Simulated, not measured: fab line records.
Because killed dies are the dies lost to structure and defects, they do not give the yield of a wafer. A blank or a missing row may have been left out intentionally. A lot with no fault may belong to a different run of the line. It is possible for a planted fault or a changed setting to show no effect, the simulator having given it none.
fab line records	flow sky130
record: lots: 6	wafers: 18	last-day: 49
route steps=708 shown LI_CONTACT@371 PAD_OPEN@708
lots that met no fault: from a run of the same line without faults
start-h: start of the lot's first displayed wafer, in hours after the record's first day	wait-h: how many hours have passed since the lot's step before this one	" repeats the value in the row above	L1.1+2: a single row standing in for several wafers	- value missing, or start not given	* or withheld: withheld	< > ~ a bound
route shown NAME@n: names a module that has steps shown in the file, with the first one's number in the route	usual: average and standard deviation across the fault-free wafers	same: alike in all rows	chamber/n: place in a boat	sites: each site's reading	_std_site: the values' standard deviation	_edge_site: mean of outer sites minus mean of inner sites	radius-mm: how far each site lies from the wafer's centre	mask NAME#n: copy n	behind: the last tool/chamber to shape the wafer	hold: what put the lot on hold/how long, in hours/how the hold closed	device: the transistor (n, p or np) that didn't switch	end of line: at the end of the route, the tests of the same wafers	step lacking rows: just its recipe	killed: the dies lost at the first sort to structure and to defects; this is not the yield of the wafer	map: the dies of a wafer, with x for killed, . for not killed, _ for no die there
set.NAME: the setting as run; set.NAME@STEP: as run at that earlier step	model.NAME: the simulator's own value behind a step, which no gauge read
certain route steps with their lots: each step a table, each wafer a row
services: the hour from which a tool's chamber was out of use, counted from the record's first day as start-h (under 0 if before that day), plus the number of hours and why
== steps ==
step: SKY_LI_CONTACT_EXPOSE_09
recipe: mask-id: LICM1	na: 0.8	source-shape: annular	sigma-inner: 0.55	sigma-outer: 0.85	target-cd-nm: 170	dose-mj: 38
step: SKY_LI_CONTACT_PEB_10
recipe: peb-temp-c: withheld	peb-time-s: withheld	resist: KrF-thick
step: SKY_LI_CONTACT_DEVELOP_11
recipe: develop-time-s: 60	resist: KrF-thick	dev-temp-c: 21
step: SKY_LI_CONTACT_CD_MEAS_12
recipe: target-cd-nm: 170
usual: cd-nm: 169.8/1.3
lot.wafer	tool	chamber	start-h	wait-h	cd-nm
L122.1	cd-sem-02	-	767.06	-	170.4
L122.5	"	-	"	"	170.6
L122.6	"	-	"	"	169.0
L123.1	cd-sem-01	-	769.75	-	167.9
L123.3	"	-	"	"	169.0
L123.6	"	-	"	"	169.2
L127.1	cd-sem-02	-	807.96	-	171.6
L127.4	"	-	"	"	170.6
L127.5	"	-	"	"	170.3
L129.1	cd-sem-02	-	820.54	-	171.7
L129.2	"	-	"	"	172.2
L129.6	"	-	"	"	172.3
L131.2	cd-sem-01	-	825.63	-	170.0
L131.3	"	-	"	"	169.0
L131.4	"	-	"	"	170.9
L132.2	cd-sem-01	-	832.68	-	169.9
L132.5	"	-	"	"	171.4
L132.6	"	-	"	"	171.0
step: SKY_LI_CONTACT_OVL_MEAS_13
usual: LI_CONTACT_OVL: -1/4.8
lot.wafer	tool	chamber	start-h	wait-h	LI_CONTACT_OVL[nm]
L122.1	overlay-01	-	767.18	0.1	-5
L122.5	"	-	"	"	3
L122.6	"	-	"	"	1
L123.1	overlay-01	-	769.87	0.1	-7
L123.3	"	-	"	"	0
L123.6	"	-	"	"	-8
L127.1	overlay-02	-	808.08	0.1	-7
L127.4	"	-	"	"	-9
L127.5	"	-	"	"	-2
L129.1	overlay-01	-	820.66	0.1	-2
L129.2	"	-	"	"	-3
L129.6	"	-	"	"	-9
L131.2	overlay-02	-	825.74	0.1	-4
L131.3	"	-	"	"	-1
L131.4	"	-	"	"	4
L132.2	overlay-02	-	832.79	0.1	2
L132.5	"	-	"	"	-2
L132.6	"	-	"	"	-6
step: SKY_LI_CONTACT_ETCH_14
recipe: chemistry: N2/H2	target: BARC	ion-energy-ev: 200	source-w: 500	bias-w: 100	pressure-mtorr: 30	n2-flow-sccm: 100	h2-flow-sccm: 200	stop-on: SiO2	time-s: 45.9	target-depth-a: 600
usual: drypump-motor-current-A: 5.7/0.45	oes-product-au: 0.854/0.0045	throttle-valve-pct: 13.225/0.0089
lot.wafer	tool	chamber	start-h	wait-h	drypump-motor-current-A	oes-product-au	rf-hours-counter-h	throttle-valve-pct
L122.1	rie-diel-02	3	767.22	0.0	5.8	0.856	17	13.230
L122.5	"	1	"	"	6.2	0.858	-	13.219
L122.6	"	2	"	"	5.8	0.856	-	13.224
L123.1	rie-diel-04	1	769.90	0.0	5.6	0.855	25	13.225
L123.3	"	0	"	"	6.7	0.847	14	13.214
L123.6	"	3	"	"	5.5	0.855	-	13.224
L127.1	rie-diel-04	2	808.12	0.0	5.7	0.848	11	13.220
L127.4	"	0	"	"	6.7	0.848	16	13.225
L127.5	"	0	"	"	6.7	0.851	-	13.214
L129.1	rie-diel-01	2	820.69	0.0	4.9	0.859	8	13.235
L129.2	"	1	"	"	5.2	0.855	7	13.218
L129.6	"	1	"	"	5.2	0.854	-	13.219
L131.2	rie-diel-02	3	825.77	0.0	5.8	0.854	19	13.230
L131.3	"	2	"	"	5.9	0.855	12	13.224
L131.4	"	3	"	"	5.8	0.853	-	13.232
L132.2	rie-diel-01	1	832.82	0.0	5.1	0.857	8	13.225
L132.5	"	2	"	"	4.9	0.848	-	13.240
L132.6	"	1	"	"	5.1	0.854	-	13.203
step: SKY_LI_CONTACT_ETCH_15
recipe: target: PSG	chemistry: C4F8/O2/Ar	stop-on: Si	taper-deg: 4.15	mask-material: KrF-thick	source-w: 1500	bias-w: 1200	pressure-mtorr: 40	c4f8-flow-sccm: withheld	O2_flow_sccm: 6	Ar_flow_sccm: 300	time-s: withheld	target-depth-a: 6000
usual: oes-product-au: 0.837/0.0042
lot.wafer	tool	chamber	start-h	wait-h	oes-product-au
L122.1	rie-diel-02	3	767.26	0.0	0.834
L122.5	"	1	"	"	0.835
L122.6	"	2	"	"	0.840
L123.1	rie-diel-04	1	769.95	0.0	0.827
L123.3	"	0	"	"	0.835
L123.6	"	3	"	"	0.837
L127.1	rie-diel-04	2	808.16	0.0	0.837
L127.4	"	0	"	"	0.833
L127.5	"	0	"	"	0.841
L129.1	rie-diel-01	2	820.73	0.0	0.841
L129.2	"	1	"	"	0.843
L129.6	"	1	"	"	0.837
L131.2	rie-diel-02	3	825.81	0.0	0.843
L131.3	"	2	"	"	0.839
L131.4	"	3	"	"	0.835
L132.2	rie-diel-01	1	832.86	0.0	0.838
L132.5	"	2	"	"	0.833
L132.6	"	1	"	"	0.832
step: SKY_LI_CONTACT_STRIP_16
recipe: chemistry: O2/N2	power-w: 1400	pressure-mtorr: 1500	platen-temp-c: withheld	o2-flow-sccm: 3000	n2-flow-sccm: 300	overash-fraction: 0.5
usual: drypump-motor-current-A: 5.9/0.52	oes-product-au: 0.374/0.0048	strip-time-to-endpoint-s: 3.48/0.036
lot.wafer	tool	chamber	start-h	wait-h	drypump-motor-current-A	oes-product-au	rf-hours-counter-h	strip-time-to-endpoint-s
L122.1	plasma-asher-04	1	767.35	-	6.2	0.374	33	3.39
L122.5	"	1	"	"	6.2	0.377	-	3.50
L122.6	"	0	"	"	6.5	0.370	-	3.44
L123.1	plasma-asher-01	1	770.03	-	6.2	0.373	2	3.47
L123.3	"	1	"	"	6.2	0.375	-	3.48
L123.6	"	0	"	"	4.8	0.372	-	3.54
L127.1	plasma-asher-04	1	808.25	-	6.2	0.381	37	3.50
L127.4	"	1	"	"	6.2	0.375	-	3.48
L127.5	"	0	"	"	6.5	0.367	-	3.50
L129.1	plasma-asher-02	1	820.82	-	5.8	0.367	96	3.49
L129.2	"	0	"	"	5.6	0.377	96	3.47
L129.6	"	0	"	"	5.6	0.370	-	3.45
L131.2	plasma-asher-02	0	825.90	-	5.6	0.378	97	3.42
L131.3	"	1	"	"	5.8	0.378	-	3.49
L131.4	"	0	"	"	5.6	0.370	-	3.45
L132.2	plasma-asher-04	0	832.95	-	6.5	0.373	39	3.51
L132.5	"	0	"	"	6.5	0.374	-	3.51
L132.6	"	1	"	"	6.2	0.376	-	3.49
step: SKY_LI_CONTACT_CLEAN_17
recipe: chemistry: NMP	time-s: 600	temp-c: 60	dry: n2-spin
step: SKY_LI_CONTACT_PRE_CLEAN_18
recipe: gas: Ar	time-s: 5.6	bias-v: 358
step: SKY_LI_CONTACT_SPUTTER_19
recipe: material: Ti	target-thk-nm: 20	chamber-pressure-pa: 5	power-w: 2500	substrate-temp-c: 200	time-s: 106.37
usual: throttle-valve-pct: 30.1/0.98
lot.wafer	tool	chamber	start-h	wait-h	throttle-valve-pct
L122.1	pvd-sputter-04	-	767.64	0.0	29.4
L122.5	"	-	"	"	28.8
L122.6	"	-	"	"	30.3
L123.1	pvd-sputter-03	-	770.34	0.0	31.6
L123.3	"	-	"	"	31.2
L123.6	"	-	"	"	31.5
L127.1	pvd-sputter-02	-	808.54	0.0	28.7
L127.4	"	-	"	"	31.2
L127.5	"	-	"	"	31.2
L129.1	pvd-sputter-03	-	821.11	0.0	31.6
L129.2	"	-	"	"	29.9
L129.6	"	-	"	"	31.1
L131.2	pvd-sputter-03	-	826.21	0.0	29.8
L131.3	"	-	"	"	31.2
L131.4	"	-	"	"	31.5
L132.2	pvd-sputter-03	-	833.26	0.0	29.5
L132.5	"	-	"	"	31.2
L132.6	"	-	"	"	31.3
step: SKY_LI_CONTACT_SPUTTER_20
recipe: material: TiN	target-thk-nm: 20	chamber-pressure-pa: 5	power-w: 4000	time-s: 80
step: SKY_LI_CONTACT_CVD_21
recipe: material: W	target-thk-nm: 400	time-s: 120.56	temp-c: 400	pressure-torr: 40
usual: heater-power-w: 885/59
lot.wafer	tool	chamber	start-h	wait-h	heater-power-w	since-wet-clean-h	model.W_of_LI_CONTACT_CVD_21.thk-nm
L122.1	cvd-w-01	0	767.78	0.0	945	364	403.9
L122.5	"	0	"	"	933	-	406.2
L122.6	"	1	"	"	864	-	400.9
L123.1	cvd-w-01	1	770.48	0.0	872	366	399.7
L123.3	"	0	"	"	941	-	398.6
L123.6	"	0	"	"	922	-	403.4
L127.1	cvd-w-01	0	808.68	0.0	926	405	401.8
L127.4	"	1	"	"	910	-	405.3
L127.5	"	1	"	"	895	-	425.3
L129.1	cvd-w-01	0	821.25	0.0	932	417	397.7
L129.2	"	1	"	"	884	417	395.7
L129.6	"	0	"	"	913	-	422.5
L131.2	cvd-w-02	0	826.34	0.0	950	922	404
L131.3	"	1	"	"	782	-	393.8
L131.4	"	0	"	"	955	-	407.1
L132.2	cvd-w-02	1	833.39	0.0	790	929	397.1
L132.5	"	0	"	"	949	-	409.5
L132.6	"	1	"	"	804	-	397
step: SKY_LI_CONTACT_RS_MEAS_22
recipe: thk-meas-gauge: four-point-probe	reads: W_of_LI_CONTACT_CVD_21+TiN_of_LI_CONTACT_SPUTTER_20+Ti_of_LI_CONTACT_SPUTTER_19
usual: LI_CONTACT_W_RS: 0.284/0.0039
lot.wafer	tool	chamber	start-h	wait-h	hold	LI_CONTACT_W_RS[ohm/sq]
L122.1	film-metro-02	-	767.90	0.1	-	0.282
L122.5	"	-	"	"	-	0.281
L122.6	"	-	"	"	-	0.284
L123.1	film-metro-02	-	770.61	0.1	-	0.285
L123.3	"	-	"	"	-	0.286
L123.6	"	-	"	"	-	0.282
L127.1	film-metro-04	-	808.80	0.1	await-dispo/0.2h/release	0.284
L127.4	"	-	"	"	await-dispo/0.2h/release	0.281
L127.5	"	-	"	"	await-dispo/0.2h/release	0.268
L127.1	film-metro-04	-	809.09	0.3	-	0.284
L127.4	"	-	"	"	-	0.281
L127.5	"	-	"	"	-	0.268
L129.1	film-metro-03	-	821.38	0.1	await-dispo/0.2h/release	0.286
L129.2	"	-	"	"	await-dispo/0.2h/release	0.287
L129.6	"	-	"	"	await-dispo/0.2h/release	0.269
L129.1	film-metro-03	-	821.66	0.3	-	0.286
L129.2	"	-	"	"	-	0.287
L129.6	"	-	"	"	-	0.269
L131.2	film-metro-04	-	826.49	0.1	-	0.282
L131.3	"	-	"	"	-	0.289
L131.4	"	-	"	"	-	0.280
L132.2	film-metro-03	-	833.54	0.1	-	0.286
L132.5	"	-	"	"	-	0.278
L132.6	"	-	"	"	-	0.287
step: SKY_LI_CONTACT_THK_MEAS_23
recipe: thk-meas-gauge: xrf	reads: W_of_LI_CONTACT_CVD_21
usual: LI_CONTACT_W_THK: 387/6.1
lot.wafer	tool	chamber	start-h	wait-h	hold	LI_CONTACT_W_THK[nm]
L122.1	film-metro-02	-	768.02	0.1	-	391
L122.5	"	-	"	"	-	392
L122.6	"	-	"	"	-	389
L123.1	film-metro-02	-	770.73	0.1	-	389
L123.3	"	-	"	"	-	388
L123.6	"	-	"	"	-	387
L127.1	film-metro-04	-	815.24	6.1	await-dispo/0.2h/release	387
L127.4	"	-	"	"	await-dispo/0.2h/release	392
L127.5	"	-	"	"	await-dispo/0.2h/release	409
L127.1	film-metro-04	-	815.47	0.2	-	387
L127.4	"	-	"	"	-	390
L127.5	"	-	"	"	-	409
L129.1	film-metro-03	-	821.78	0.1	-	383
L129.2	"	-	"	"	-	379
L129.6	"	-	"	"	-	404
L131.2	film-metro-04	-	826.60	0.1	-	384
L131.3	"	-	"	"	-	376
L131.4	"	-	"	"	-	389
L132.2	film-metro-03	-	833.65	0.1	-	383
L132.5	"	-	"	"	-	394
L132.6	"	-	"	"	-	386
step: SKY_LI_CONTACT_CMP_24
recipe: stop-on: PSG	t-overpolish-s: 20	down-force-psi: 3.5	platen-rpm: 61.46	target-thk-nm: 0	pad-velocity-m-s: 0.94248
usual: motor-current-A: 11.6/1.5	platen-rpm: 61.46/0.041
lot.wafer	tool	chamber	start-h	wait-h	hold	motor-current-A	platen-rpm
L122.1	cmp-01	0	768.08	0.1	-	14.7	61.52
L122.6	"	0	"	"	-	14.0	61.48
L122.5	"	1	"	"	-	11.2	61.49
L123.3	cmp-01	2	770.89	0.1	-	11.3	61.50
L123.1	"	3	"	"	-	10.1	61.48
L123.6	"	1	"	"	-	11.0	61.45
L129.2	cmp-02	3	821.94	0.1	-	10.7	61.39
L129.1	"	0	"	"	-	14.5	61.45
L129.6	"	1	"	"	-	11.6	61.49
L131.2	cmp-02	2	826.65	0.0	-	9.6	61.47
L131.4	"	0	"	"	-	13.9	61.48
L131.3	"	1	"	"	-	12.1	61.40
L127.1	cmp-01	2	830.41	14.9	await-dispo/7.2h/release	11.3	61.42
L127.4	"	0	"	"	await-dispo/7.2h/release	13.3	61.48
L127.5	"	1	"	"	await-dispo/7.2h/release	11.2	61.48
L132.2	cmp-02	3	833.70	0.0	-	10.7	61.43
L132.5	"	3	"	"	-	10.8	61.50
L132.6	"	0	"	"	-	13.6	61.37
step: SKY_PAD_OPEN_PROBE_99
usual: killed_at_M0_to_M3: 43/6.4	killed_at_M4_up: 3.5/1.8	killed-at-contacts: 25/5.7	killed-at-front-end: 15/3.9	killed-at-other: 0.3/0.67	killed-dies: 87/8.6	killed-open: 47/6.7	killed-short: 39/5.9
same: gross-dies: 492	killed-at-back-side: 0
lot.wafer	tool	chamber	start-h	wait-h	killed_at_M0_to_M3	killed_at_M4_up	killed-at-contacts	killed-at-front-end	killed-at-other	killed-dies	killed-open	killed-short
L123.1	prober-02	-	1144.33	0.1	31	2	20	12	0	65	37	28
L123.3	prober-02	-	1144.43	0.2	39	4	21	15	0	79	39	40
L123.6	prober-02	-	1144.58	0.2	45	3	25	15	0	88	54	34
killed by level:class
L123.1 CONTACT:geometric-particle:open=8 VIA1:geometric-particle:open=8 POLY_GATE:geometric-particle:open=5 POLY_GATE:geometric-particle:short=5 LI_CONTACT:geometric-particle:open=5 CONTACT:geometric-particle:short=4 METAL2:geometric-particle:short=4 VIA2:geometric-particle:open=4
L123.3 LI_CONTACT:geometric-particle:open=8 VIA1:geometric-particle:open=7 POLY_GATE:geometric-particle:open=6 METAL1:geometric-particle:short=6 METAL2:geometric-particle:short=5 VIA3:geometric-particle:open=5 CONTACT:geometric-particle:open=4 METAL4:geometric-particle:short=4
L123.6 CONTACT:geometric-particle:open=10 VIA3:geometric-particle:open=9 METAL1:geometric-particle:short=8 VIA2:geometric-particle:open=8 LI_CONTACT:geometric-particle:short=7 LI_CONTACT:geometric-particle:open=7 VIA1:geometric-particle:open=6 METAL2:geometric-particle:short=6
== services ==
tool	chamber	start-h	hours	kind
pvd-sputter-02	-	745.38	4.1	repair
plasma-asher-04	-	759.80	0.3	repair
rie-diel-04	2	761.74	9.6	repair
cmp-01	-	762.74	4.0	pm
cmp-01	-	766.74	-	consumable-replace:conditioner
cmp-01	-	766.74	-	consumable-replace:pad
rie-diel-04	3	771.26	9.9	repair
rie-diel-04	3	781.17	-	clean
rie-diel-04	3	781.17	17.5	scheduled-down
rie-diel-04	3	781.17	17.5	vent-cycle
plasma-asher-01	-	782.45	0.7	repair
rie-diel-01	2	788.99	5.4	repair
cmp-02	-	791.90	0.3	repair
pvd-sputter-03	-	796.67	6.1	repair
cvd-w-02	1	798.25	3.5	repair
pvd-sputter-04	-	800.11	2.0	repair
rie-diel-02	2	801.76	8.7	repair
rie-diel-02	1	807.08	19.8	repair
rie-diel-01	0	807.95	-	clean
rie-diel-01	0	807.95	24.1	scheduled-down
rie-diel-01	0	807.95	24.1	vent-cycle
cmp-01	-	814.60	5.6	pm
cmp-01	-	820.24	10.1	pm
plasma-asher-01	-	827.52	0.8	repair
== key ==
first-sign: step: SKY_LI_CONTACT_RS_MEAS_22	reading: visit	direction: added
effect: step: SKY_LI_CONTACT_RS_MEAS_22	reading: LI_CONTACT_W_RS	direction: down	sigmas: 3.9	usual: 0.284	struck: 0.268
effect: step: SKY_LI_CONTACT_THK_MEAS_23	reading: visit	direction: added
effect: step: SKY_LI_CONTACT_CMP_24	reading: hold	direction: added
model-effect: step: SKY_LI_CONTACT_CVD_21	value: W_of_LI_CONTACT_CVD_21.thk-nm	without: 401.2	struck: 423.9
met-at SKY_LI_CONTACT_CVD_21
struck-wafers L127.5,L129.6
tester-left-out L127,L129
onset-between 770.48 808.68
fault: kind: process-parameter-drift	tool: cvd-w-01	chamber: -	onset-h: 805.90	steps: SKY_LI_CONTACT_CVD_21	channel: target-thk-nm	offset: 22.857	shape: step	end-h: 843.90	scope: struck-wafers-only	acts-in: these-recipes-only	stated: 400
tester-left-out: of these lots the tester's yield and bins aren't shown, on N5 and GAA mostly nor the transistor test; their killed dies are dies lost to structure and defects alone, not to doping, threshold or leakage, so they don't give the yield
